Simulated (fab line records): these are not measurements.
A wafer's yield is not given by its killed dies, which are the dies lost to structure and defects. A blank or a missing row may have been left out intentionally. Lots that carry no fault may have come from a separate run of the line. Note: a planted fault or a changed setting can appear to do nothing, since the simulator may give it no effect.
Which tool did it? :: flow sfq line :: 14 lots, 42 wafers sampled, at 3 steps of a route of 325

## WHAT THE GAUGES SHOWED, per wafer
The record lacks any reading of a measuring or inspecting step that a usual standard deviation could be used to judge.

## EACH LOT AND THE TOOL THAT RAN IT (in order: tool; ch and the chambers of the sampled wafers; start)
lot: L887
SFQ_TRILAYER_I7_CMP_CMP_184: cmp-02 ch 0,2, day 63 21:28
SFQ_TRILAYER_I7_METRO_MEASURE_185: film metro-01, day 64 00:35
SFQ_TRILAYER_I7_VIA_ETCH_VIA_ETCH_190: rie diel-01 ch 0,3, day 67 22:19

lot: L888
SFQ_TRILAYER_I7_CMP_CMP_184: cmp-02 ch 1,3, day 64 03:58
SFQ_TRILAYER_I7_METRO_MEASURE_185: film metro-02, day 64 06:47
SFQ_TRILAYER_I7_VIA_ETCH_VIA_ETCH_190: rie diel-03 ch 0,2, day 68 04:29

lot: L889
SFQ_TRILAYER_I7_CMP_CMP_184: cmp-01 ch 0,3, day 64 08:36
SFQ_TRILAYER_I7_METRO_MEASURE_185: film metro-03, day 64 11:55
SFQ_TRILAYER_I7_VIA_ETCH_VIA_ETCH_190: rie diel-03 ch 0,1,2, day 68 10:29

lot: L890
SFQ_TRILAYER_I7_CMP_CMP_184: cmp-01 ch 1,2,3, day 64 17:36
SFQ_TRILAYER_I7_METRO_MEASURE_185: film metro-02, day 64 20:43
SFQ_TRILAYER_I7_VIA_ETCH_VIA_ETCH_190: rie diel-01 ch 0,1,3, day 68 18:42

lot: L891
SFQ_TRILAYER_I7_CMP_CMP_184: cmp-01 ch 1,2, day 64 23:36
SFQ_TRILAYER_I7_METRO_MEASURE_185: film metro-02, day 65 03:07
SFQ_TRILAYER_I7_VIA_ETCH_VIA_ETCH_190: rie diel-03 ch 2,3, day 69 00:42

lot: L892
SFQ_TRILAYER_I7_CMP_CMP_184: cmp-02 ch 2,3, day 65 04:13
SFQ_TRILAYER_I7_METRO_MEASURE_185: film metro-03, day 65 07:20
SFQ_TRILAYER_I7_VIA_ETCH_VIA_ETCH_190: rie diel-01 ch 0,1,3, day 69 06:42

lot: L895
SFQ_TRILAYER_I7_CMP_CMP_184: cmp-02 ch 0,1,3, day 66 05:22
SFQ_TRILAYER_I7_METRO_MEASURE_185: film metro-02, day 66 08:41
SFQ_TRILAYER_I7_VIA_ETCH_VIA_ETCH_190: rie diel-01 ch 0,2,3, day 70 14:04

lot: L896
SFQ_TRILAYER_I7_CMP_CMP_184: cmp-02 ch 0,2,3, day 66 08:22
SFQ_TRILAYER_I7_METRO_MEASURE_185: film metro-01, day 66 11:29
SFQ_TRILAYER_I7_VIA_ETCH_VIA_ETCH_190: rie diel-03 ch 1,2, day 70 17:40

lot: L897
SFQ_TRILAYER_I7_CMP_CMP_184: cmp-02 ch 0,1, day 70 04:06
SFQ_TRILAYER_I7_METRO_MEASURE_185: film metro-02, day 70 07:37
SFQ_TRILAYER_I7_VIA_ETCH_VIA_ETCH_190: rie diel-01 ch 0,1,3, day 74 02:26

lot: L898
SFQ_TRILAYER_I7_CMP_CMP_184: cmp-01 ch 0,1,3, day 70 05:18
SFQ_TRILAYER_I7_METRO_MEASURE_185: film metro-01, day 70 08:25
SFQ_TRILAYER_I7_VIA_ETCH_VIA_ETCH_190: rie diel-03 ch 0,1, day 74 04:50

lot: L900
SFQ_TRILAYER_I7_CMP_CMP_184: cmp-02 ch 1,2,3, day 70 15:18
SFQ_TRILAYER_I7_METRO_MEASURE_185: film metro-01, day 70 17:37
SFQ_TRILAYER_I7_VIA_ETCH_VIA_ETCH_190: rie diel-03 ch 0,1, day 74 10:50

lot: L901
SFQ_TRILAYER_I7_CMP_CMP_184: cmp-01 ch 0,1,2, day 70 21:34
SFQ_TRILAYER_I7_METRO_MEASURE_185: film metro-01, day 71 00:11
SFQ_TRILAYER_I7_VIA_ETCH_VIA_ETCH_190: rie diel-01 ch 0,1,2, day 74 15:38

lot: L908
SFQ_TRILAYER_I7_CMP_CMP_184: cmp-02 ch 1,2,3, day 71 21:29
SFQ_TRILAYER_I7_METRO_MEASURE_185: film metro-01, day 72 00:06
SFQ_TRILAYER_I7_VIA_ETCH_VIA_ETCH_190: rie diel-01 ch 1,2, day 75 14:29

lot: L909
SFQ_TRILAYER_I7_CMP_CMP_184: cmp-02 ch 2,3, day 71 23:59
SFQ_TRILAYER_I7_METRO_MEASURE_185: film metro-02, day 72 03:30
SFQ_TRILAYER_I7_VIA_ETCH_VIA_ETCH_190: rie diel-03 ch 0,1,2, day 75 16:53
- SFQ_TRILAYER_I7_CMP_CMP_184: polishes SiO2.
- SFQ_TRILAYER_I7_METRO_MEASURE_185
- SFQ_TRILAYER_I7_VIA_ETCH_VIA_ETCH_190: etches SiO2 in CHF3, stops on Nb, target depth 260 nm.

## WHAT THE TOOLS THEMSELVES READ (means of the sampled wafers that have a number; where no wafer has one, the mark that the record gives instead)
SFQ_TRILAYER_I7_CMP_CMP_184.
lot: L887
tool: cmp-02
head pressure psi (psi): 2.996
motor current A (A): 9.6
platen rpm (rpm): 60.04
time to endpoint s (s): 215

lot: L888
tool: cmp-02
head pressure psi (psi): 2.999
motor current A (A): 9.9
platen rpm (rpm): 59.98
time to endpoint s (s): 205

lot: L889
tool: cmp-01
head pressure psi (psi): 3.000
motor current A (A): 10.7
platen rpm (rpm): 60.00
time to endpoint s (s): 210

lot: L890
tool: cmp-01
head pressure psi (psi): 3.002
motor current A (A): 11.5
platen rpm (rpm): 59.99
time to endpoint s (s): 211

lot: L891
tool: cmp-01
head pressure psi (psi): 2.995
motor current A (A): 12.0
platen rpm (rpm): 60.02
time to endpoint s (s): 209

lot: L892
tool: cmp-02
head pressure psi (psi): 2.993
motor current A (A): 10.6
platen rpm (rpm): 60.02
time to endpoint s (s): 215

lot: L895
tool: cmp-02
head pressure psi (psi): 3.003
motor current A (A): 9.6
platen rpm (rpm): 59.98
time to endpoint s (s): 204

lot: L896
tool: cmp-02
head pressure psi (psi): 2.995
motor current A (A): 10.3
platen rpm (rpm): 60.03
time to endpoint s (s): 209

lot: L897
tool: cmp-02
head pressure psi (psi): 3.007
motor current A (A): 9.6
platen rpm (rpm): 59.99
time to endpoint s (s): 224

lot: L898
tool: cmp-01
head pressure psi (psi): 2.999
motor current A (A): 11.9
platen rpm (rpm): 60.02
time to endpoint s (s): 203

lot: L900
tool: cmp-02
head pressure psi (psi): 3.001
motor current A (A): 10.1
platen rpm (rpm): 60.02
time to endpoint s (s): 213

lot: L901
tool: cmp-01
head pressure psi (psi): 3.001
motor current A (A): 11.5
platen rpm (rpm): 60.00
time to endpoint s (s): 212

lot: L908
tool: cmp-02
head pressure psi (psi): 3.004
motor current A (A): 9.9
platen rpm (rpm): 60.00
time to endpoint s (s): 178

lot: L909
tool: cmp-02
head pressure psi (psi): 3.000
motor current A (A): 10.8
platen rpm (rpm): 59.97
time to endpoint s (s): 193

SFQ_TRILAYER_I7_METRO_MEASURE_185.
lot: L887
tool: film metro-01
thk nm (nm): 199.3

lot: L888
tool: film metro-02
thk nm (nm): 199.0

lot: L889
tool: film metro-03
thk nm (nm): 199.6

lot: L890
tool: film metro-02
thk nm (nm): 199.9

lot: L891
tool: film metro-02
thk nm (nm): 200.9

lot: L892
tool: film metro-03
thk nm (nm): 198.2

lot: L895
tool: film metro-02
thk nm (nm): 199.9

lot: L896
tool: film metro-01
thk nm (nm): 200.5

lot: L897
tool: film metro-02
thk nm (nm): 200.0

lot: L898
tool: film metro-01
thk nm (nm): 198.9

lot: L900
tool: film metro-01
thk nm (nm): 199.3

lot: L901
tool: film metro-01
thk nm (nm): 199.8

lot: L908
tool: film metro-01
thk nm (nm): 250.3

lot: L909
tool: film metro-02
thk nm (nm): 215.3

SFQ_TRILAYER_I7_VIA_ETCH_VIA_ETCH_190.
lot: L887
tool: rie diel-01
drypump motor current A (A): 5.3
oes product au (a.u.): 0.853

lot: L888
tool: rie diel-03
drypump motor current A (A): 6.3
oes product au (a.u.): 0.854

lot: L889
tool: rie diel-03
drypump motor current A (A): 6.3
oes product au (a.u.): 0.855

lot: L890
tool: rie diel-01
drypump motor current A (A): 5.6
oes product au (a.u.): 0.852

lot: L891
tool: rie diel-03
drypump motor current A (A): 5.8
oes product au (a.u.): 0.859

lot: L892
tool: rie diel-01
drypump motor current A (A): 5.6
oes product au (a.u.): 0.847

lot: L895
tool: rie diel-01
drypump motor current A (A): 5.7
oes product au (a.u.): 0.856

lot: L896
tool: rie diel-03
drypump motor current A (A): 6.3
oes product au (a.u.): 0.856

lot: L897
tool: rie diel-01
drypump motor current A (A): 5.6
oes product au (a.u.): 0.853

lot: L898
tool: rie diel-03
drypump motor current A (A): 6.3
oes product au (a.u.): 0.846

lot: L900
tool: rie diel-03
drypump motor current A (A): 6.3
oes product au (a.u.): 0.854

lot: L901
tool: rie diel-01
drypump motor current A (A): 5.7
oes product au (a.u.): 0.853

lot: L908
tool: rie diel-01
drypump motor current A (A): 6.1
oes product au (a.u.): 0.975

lot: L909
tool: rie diel-03
drypump motor current A (A): 6.3
oes product au (a.u.): 0.894

## THE ANSWER, worked out from the rows above alone
Rule: what is usual is taken from the lots themselves. Put in order of their means at a reading, lots are off if they are a third of the lots or fewer, leave a main group of 4 or more, and stand apart from it by a gap of 3 or more times the standard deviation of the main group's means; of several such gaps the widest counts. A main group is skipped when, at the precision printed for the reading in the tables above, its means are all equal. A lot without any number at a reading at which 4 lots or more have one is off too. The other lots that the step has rows for count as sound. First the gauges in route order, then the tools' own readings, where a lot's mean is used as printed above. The first step at which some lot is off is used, and at that step the reading that is off furthest; a lot without a number counts as furthest.
Off at SFQ_TRILAYER_I7_METRO_MEASURE_185 (thk nm): L908, L909. The main group: mean 199.6 nm, standard deviation 0.7.
A tool fits if, at that step or a process step before it, it ran every lot that is off, and no sound lot after the first of them. One candidate fits, namely cmp-02 at SFQ_TRILAYER_I7_CMP_CMP_184. A fault onset in the window from L900 (day 70 15:18, its last sound lot) to L908 (day 71 21:29, its first lot off) fits.

## WHAT THE SIMULATOR HAD INSERTED
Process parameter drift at SFQ_TRILAYER_I7_CMP_CMP_184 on cmp-02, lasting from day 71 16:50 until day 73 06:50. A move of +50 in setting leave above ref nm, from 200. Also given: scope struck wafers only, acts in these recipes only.
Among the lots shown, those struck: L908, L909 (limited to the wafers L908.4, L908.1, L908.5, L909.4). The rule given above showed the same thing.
